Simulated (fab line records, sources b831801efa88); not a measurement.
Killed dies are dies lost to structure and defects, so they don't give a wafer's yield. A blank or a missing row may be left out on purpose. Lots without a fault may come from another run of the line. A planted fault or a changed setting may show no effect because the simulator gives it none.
Split-lot experiment | flow sky130 | 5 lots, 23 wafers read, on a route of 708 steps

THE SPLIT
At SKY_NWELL_OXIDATION_01 (stabilise 600 s, purge 300 s, target thk 10 nm), the setting temp_c was moved away from the recipe's 900 C on 15 of the 23 wafers read, by -2.3% to +0.9%. The other wafers ran this setting at the recipe's value.

The file shows no step between the split and the reading.

THE READING
NWELL_OXIDATION_THK, in nm, at SKY_NWELL_THK_MEAS_02. Fault-free wafers of this fab line usually give 9.99 nm, standard deviation 0.2 nm.

wafer  | tool, chamber at the split | temp_c as run, C | against the recipe | NWELL_OXIDATION_THK, nm | against lot-mates on the recipe
L079.1 | -, -                       | 908.4            | +0.9%              | 11.04                   | no lot-mate on the recipe
L079.2 | -, -                       | 908.4            | +0.9%              | 10.98                   | no lot-mate on the recipe
L079.3 | -, -                       | 908.4            | +0.9%              | 10.89                   | no lot-mate on the recipe
L079.4 | -, -                       | 908.4            | +0.9%              | 10.91                   | no lot-mate on the recipe
L079.6 | -, -                       | 908.4            | +0.9%              | 11.05                   | no lot-mate on the recipe
L080.1 | -, -                       | 879.1            | -2.3%              | 8.02                    | no lot-mate on the recipe
L080.2 | -, -                       | 879.1            | -2.3%              | 7.69                    | no lot-mate on the recipe
L080.4 | -, -                       | 879.1            | -2.3%              | 7.97                    | no lot-mate on the recipe
L080.5 | -, -                       | 879.1            | -2.3%              | 7.85                    | no lot-mate on the recipe
L080.6 | -, -                       | 879.1            | -2.3%              | 7.77                    | no lot-mate on the recipe
L081.1 | furnace-01, 0              | 900              | recipe             | 10.31                   | -
L081.2 | furnace-01, 0              | 900              | recipe             | 10.22                   | -
L081.3 | furnace-01, 0              | 900              | recipe             | 10.12                   | -
L084.2 | -, -                       | 900              | recipe             | 9.96                    | -
L084.3 | -, -                       | 900              | recipe             | 10.04                   | -
L084.4 | -, -                       | 900              | recipe             | 10.12                   | -
L084.5 | -, -                       | 900              | recipe             | 10.08                   | -
L084.6 | -, -                       | 900              | recipe             | 10.11                   | -
L085.1 | -, -                       | 881.8            | -2.0%              | 8.30                    | no lot-mate on the recipe
L085.2 | -, -                       | 881.8            | -2.0%              | 8.45                    | no lot-mate on the recipe
L085.3 | -, -                       | 881.8            | -2.0%              | 8.46                    | no lot-mate on the recipe
L085.5 | -, -                       | 881.8            | -2.0%              | 8.40                    | no lot-mate on the recipe
L085.6 | -, -                       | 881.8            | -2.0%              | 8.39                    | no lot-mate on the recipe

THE FIT
A straight line over all 23 wafers: NWELL_OXIDATION_THK changes by +0.921 nm for each +1% of temp_c; r = +0.99; the points scatter about the line by 0.13 nm.
Too few moved wafers have a lot-mate on the recipe to fit a line with each lot's own level taken away.

THE WHOLE CHAIN: every reading that the file lists as answering this split, in the file's order
step                   | what it does                                   | reading                                                                            | change (the file's fit)               | r (the file's)
SKY_NWELL_OXIDATION_01 | stabilise 600 s, purge 300 s, target thk 10 nm | SiO2_of_NWELL_OXIDATION_01.thk_nm (the simulator's own value, which no gauge read) | +0.925 nm for each +1% of the setting | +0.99
SKY_NWELL_THK_MEAS_02  |                                                | NWELL_OXIDATION_THK                                                                | +0.921 for each +1% of the setting    | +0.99

THE FILE'S OWN FIT
NWELL_OXIDATION_THK changes by +0.921 nm for each +1% of temp_c, r = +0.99.
